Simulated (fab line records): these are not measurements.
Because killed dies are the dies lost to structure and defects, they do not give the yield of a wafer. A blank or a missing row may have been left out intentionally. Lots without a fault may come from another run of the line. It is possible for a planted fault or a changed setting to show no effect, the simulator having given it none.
Which tool was responsible? ; flow sky130 ; 24 lots, 72 wafers sampled, at 4 steps of a route of 708

== WHAT THE GAUGES READ, wafer by wafer ==
SKY_VIA2_CD_MEAS_12: the cd target is 200 nm. Usual: 199.9 nm for cd-nm, sd 1.5.
lot;measured;on;cd-nm (nm);flag
L074;day 36 13:23;cd-sem-01;200.4 200.0 201.1;
L075;day 36 18:27;cd-sem-02;199.7 199.8 200.2;
L076;day 37 02:37;cd-sem-02;201.6 200.9 201.1;
L078;day 37 11:45;cd-sem-01;197.7 197.8 198.5;
L077;day 37 16:40;cd-sem-01;198.3 199.0 199.1;
L079;day 38 08:25;cd-sem-01;197.7 197.8 198.8;
L080;day 38 09:04;cd-sem-01;200.3 200.0 201.5;
L081;day 38 20:49;cd-sem-01;200.8 200.3 201.0;
L082;day 38 21:25;cd-sem-01;200.2 201.1 199.5;
L083;day 39 03:42;cd-sem-02;199.5 198.3 198.2;
L084;day 39 21:04;cd-sem-01;200.1 199.7 199.3;
L085;day 39 22:36;cd-sem-01;200.4 202.0 203.3;
L086;day 40 07:00;cd-sem-01;196.8 198.0 197.1;
L087;day 40 10:58;cd-sem-02;199.0 198.8 199.7;
L088;day 40 22:03;cd-sem-02;195.9 196.1 197.5;
L089;day 41 06:39;cd-sem-02;200.3 199.7 199.5;
L091;day 41 16:01;cd-sem-02;202.6 202.9 202.4;
L090;day 41 16:22;cd-sem-01;199.9 198.7 199.8;
L092;day 42 04:10;cd-sem-02;198.8 200.2 199.7;
L093;day 42 12:33;cd-sem-01;201.0 199.5 201.2;
L094;day 42 21:05;cd-sem-01;201.3 200.2 201.9;
L097;day 43 07:01;cd-sem-01;199.6 198.7 201.8;
L095;day 43 07:18;cd-sem-02;200.6 200.5 200.3;
L096;day 43 10:55;cd-sem-02;199.3 199.2 199.5;

SKY_CAPM_THK_MEAS_04: measures by xrf. Usual: CAPM_TIN_THK gives 198.0 nm (standard deviation 2.9).
lot;measured;on;CAPM_TIN_THK (nm);flag
L074;day 36 15:41;film-metro-04;201.1 202.1 199.9;
L075;day 36 20:32;film-metro-03;200.5 198.3 200.7;
L076;day 37 04:58;film-metro-03;191.5 192.4 194.3;
L078;day 37 13:50;film-metro-03;196.0 195.1 196.1;
L077;day 37 18:39;film-metro-01;200.6 200.6 203.4;
L079;day 38 10:25;film-metro-01;199.6 202.0 197.9;
L080;day 38 11:03;film-metro-01;197.9 199.0 201.0;
L081;day 38 22:50;film-metro-04;198.9 197.1 196.2;
L082;day 38 23:25;film-metro-04;198.4 194.6 190.5;
L083;day 39 05:41;film-metro-04;201.4 198.7 199.0;
L084;day 39 23:11;film-metro-04;203.4 199.5 202.6;
L085;day 40 00:44;film-metro-01;195.7 197.1 197.8;
L086;day 40 09:16;film-metro-01;193.0 195.2 197.2;
L087;day 40 13:10;film-metro-04;199.8 201.7 197.8;
L088;day 41 00:04;film-metro-03;197.7 195.6 195.6;
L089;day 41 08:49;film-metro-01;200.5 201.0 199.2;
L091;day 41 18:13;film-metro-01;193.8 196.2 198.9;
L090;day 41 18:25;film-metro-03;199.0 200.3 197.4;
L092;day 42 06:10;film-metro-01;195.3 200.1 199.7;
L093;day 42 14:32;film-metro-03;194.1 194.2 194.8;
L094;day 42 23:05;film-metro-04;195.9 198.0 193.9;
L097;day 43 11:26;film-metro-03;200.5 200.5 200.3;
L095;day 43 12:03;film-metro-01;199.2 202.5 199.0;
L096;day 43 14:23;film-metro-03;198.7 193.2 192.1;

SKY_METAL3_CD_MEAS_13: the cd target is 300 nm. Usual: 300.5 nm for cd-nm, sd 1.4.
lot;measured;on;cd-nm (nm);flag
L074;day 38 20:28;cd-sem-02;300.1 300.1 300.4;
L075;day 39 00:47;cd-sem-01;301.2 301.5 302.6;
L076;day 39 08:54;cd-sem-01;303.5 302.8 302.7;
L078;day 39 17:54;cd-sem-02;301.4 301.4 300.7;
L077;day 39 22:05;cd-sem-01;299.3 299.0 298.8;
L079;day 40 12:18;cd-sem-01;301.1 299.1 301.7;
L080;day 40 13:19;cd-sem-02;300.8 301.3 302.4;
L081;day 41 00:21;cd-sem-02;302.6 301.4 303.3;
L082;day 41 00:45;cd-sem-01;299.7 301.5 300.0;
L083;day 41 07:55;cd-sem-01;302.9 300.9 301.8;
L084;day 41 22:59;cd-sem-02;299.1 299.7 298.0;
L085;day 42 01:07;cd-sem-01;300.6 300.5 300.7;
L086;day 42 09:33;cd-sem-01;299.0 298.7 299.7;
L087;day 42 12:42;cd-sem-01;299.1 300.7 299.9;
L088;day 42 23:42;cd-sem-01;300.5 300.7 300.4;
L089;day 43 08:18;cd-sem-01;300.7 301.4 301.9;
L091;day 43 18:02;cd-sem-02;300.5 300.4 301.4;
L090;day 43 18:19;cd-sem-02;299.7 299.1 299.8;
L092;day 44 05:03;cd-sem-01;301.4 300.2 300.7;
L093;day 44 12:34;cd-sem-02;299.6 299.9 299.8;
L094;day 44 19:01;cd-sem-02;302.9 301.2 302.9;
L097;day 45 06:22;cd-sem-02;298.9 297.0 296.4;
L095;day 45 07:32;cd-sem-01;301.0 299.7 299.9;
L096;day 45 11:32;cd-sem-01;301.5 301.7 301.7;

== WHAT TOOL EACH LOT RAN ON (gives the tool, then ch and the chambers of the sampled wafers, and finally the start) ==
lot;SKY_CAPM_CVD_00
L074;pecvd-03 ch 0,1,2, day 36 15:22
L075;pecvd-03 ch 0,1, day 36 20:14
L076;pecvd-01 ch 0,2, day 37 04:38
L078;pecvd-01 ch 0,2, day 37 13:31
L077;pecvd-01 ch 0,1, day 37 18:20
L079;pecvd-01 ch 0,2, day 38 10:06
L080;pecvd-03 ch 0,2, day 38 10:44
L081;pecvd-01 ch 0,1,2, day 38 22:31
L082;pecvd-02 ch 1,2, day 38 23:05
L083;pecvd-02 ch 0,1, day 39 05:23
L084;pecvd-03 ch 0,1, day 39 22:52
L085;pecvd-02 ch 1,2, day 40 00:25
L086;pecvd-02 ch 0,1, day 40 08:56
L087;pecvd-03 ch 0,1,2, day 40 12:51
L088;pecvd-02 ch 0,2, day 40 23:44
L089;pecvd-01 ch 0,1,2, day 41 08:29
L091;pecvd-03 ch 1,2, day 41 17:53
L090;pecvd-01 ch 0,2, day 41 18:06
L092;pecvd-02 ch 1,2, day 42 05:51
L093;pecvd-01 ch 0,1,2, day 42 14:13
L094;pecvd-02 ch 0,2, day 42 22:46
L097;pecvd-02 ch 0, day 43 11:07
L095;pecvd-01 ch 0, day 43 11:43
L096;pecvd-03 ch 0,1,2, day 43 14:04
- SKY_CAPM_CVD_00: deposits SiO2, target thk 15.5 nm.

== WHAT THE TOOLS THEMSELVES READ (means of the sampled wafers that have a number; where no wafer has one, the mark that the record gives instead) ==
SKY_CAPM_CVD_00. Usual: 759 W for heater-power-w, sd 140.
lot;tool;heater-power-w (W);flag
L074;pecvd-03;852;
L075;pecvd-03;742;
L076;pecvd-01;775;
L078;pecvd-01;728;
L077;pecvd-01;720;
L079;pecvd-01;701;
L080;pecvd-03;862;
L081;pecvd-01;711;
L082;pecvd-02;609;
L083;pecvd-02;736;
L084;pecvd-03;713;
L085;pecvd-02;700;
L086;pecvd-02;793;
L087;pecvd-03;829;
L088;pecvd-02;714;
L089;pecvd-01;682;
L091;pecvd-03;875;
L090;pecvd-01;696;
L092;pecvd-02;627;
L093;pecvd-01;742;
L094;pecvd-02;720;
L097;pecvd-02;843;
L095;pecvd-01;767;
L096;pecvd-03;861;

== THE ANSWER, worked out from the rows above alone ==
Rule: take the mean of a lot's wafers that have a number; if it is more than 3 standard deviations from the usual mean, the lot is off. Also off: a lot with no number at a reading for which 4 or more lots have one. Any other lot the step has rows for is counted as sound. Order of review: gauges by route order, followed by the tools' own readings, for which a lot's mean as printed above is used. At the first step where some lot is off, the reading lying furthest off is the one used; lots without a number count as furthest.
Nothing can be told from this: no lot is off at any reading shown.

== WHAT WAS PUT IN BY THE SIMULATOR ==
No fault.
